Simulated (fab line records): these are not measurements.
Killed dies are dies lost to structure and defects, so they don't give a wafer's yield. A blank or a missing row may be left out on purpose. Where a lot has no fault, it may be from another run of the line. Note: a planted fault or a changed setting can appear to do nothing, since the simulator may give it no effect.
Chamber matching    flow sky130    cmp-02 running SKY_FIELD_ISO_CMP_27: 4 sister chambers
The step polishes, stops on Si3N4, t overpolish 16 s, target thk 457.8 nm. 8 wafers are shown with their chamber, then 12 later ones without.

WAFERS PAIRED WITH THEIR CHAMBERS
wafer   chamber  motor_current_A (A)  time_to_endpoint_s (s)
L080.1  0        11.4                 113
L080.3  1        12.3                 108
L081.3  3        10.2                 111
L081.4  0        10.8                 114
L081.6  2        11.6                 113
L083.1  2        11.6                 112
L083.2  3        10.3                 112
L083.6  1        12.6                 112

WAFERS WITHOUT THEIR CHAMBER
wafer   motor_current_A (A)  time_to_endpoint_s (s)
L087.3  9.8                  112
L087.4  11.5                 115
L087.6  10.3                 112
L092.1  10.3                 112
L092.2  12.6                 118
L092.5  12.5                 116
L094.1  10.6                 121
L094.5  11.9                 120
L094.6  11.9                 119
L096.2  11.2                 122
L096.3  12.7                 117
L096.5  12.4                 118

THE CHAMBER EACH PASSED THROUGH
wafer   from the rows above           in truth
L087.3  3                             3
L087.4  can't be placed: 2 or 0       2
L087.6  3                             3
L092.1  3                             3
L092.2  can't be placed: 1 or 2 or 0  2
L092.5  can't be placed: 1 or 2       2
L094.1  can't be placed: 0 or 3 or 2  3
L094.5  can't be placed: 2 or 0 or 1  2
L094.6  can't be placed: 2 or 0 or 1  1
L096.2  can't be placed: 0 or 2       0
L096.3  can't be placed: 1 or 2       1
L096.5  can't be placed: 2 or 1 or 0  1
Correctly placed: 3 of 12. Can't be placed from these rows: 9 (the true chamber is among the candidates in 9). Wrongly placed: 0.
How it was worked out, from the rows above alone: a wafer's distance from a chamber is the root of the sum, over the readings, of the square of ((its reading less the chamber's mean) divided by the reading's scatter). The wafer belongs to the nearest chamber; if the next one is less than 2 further off, it can't be placed. The mean given for a chamber averages the wafers shown for that chamber. The scatter: take each reading less its chamber's mean, square it, sum over the shown wafers, divide by the number of wafers less the number of chambers, and take the root.
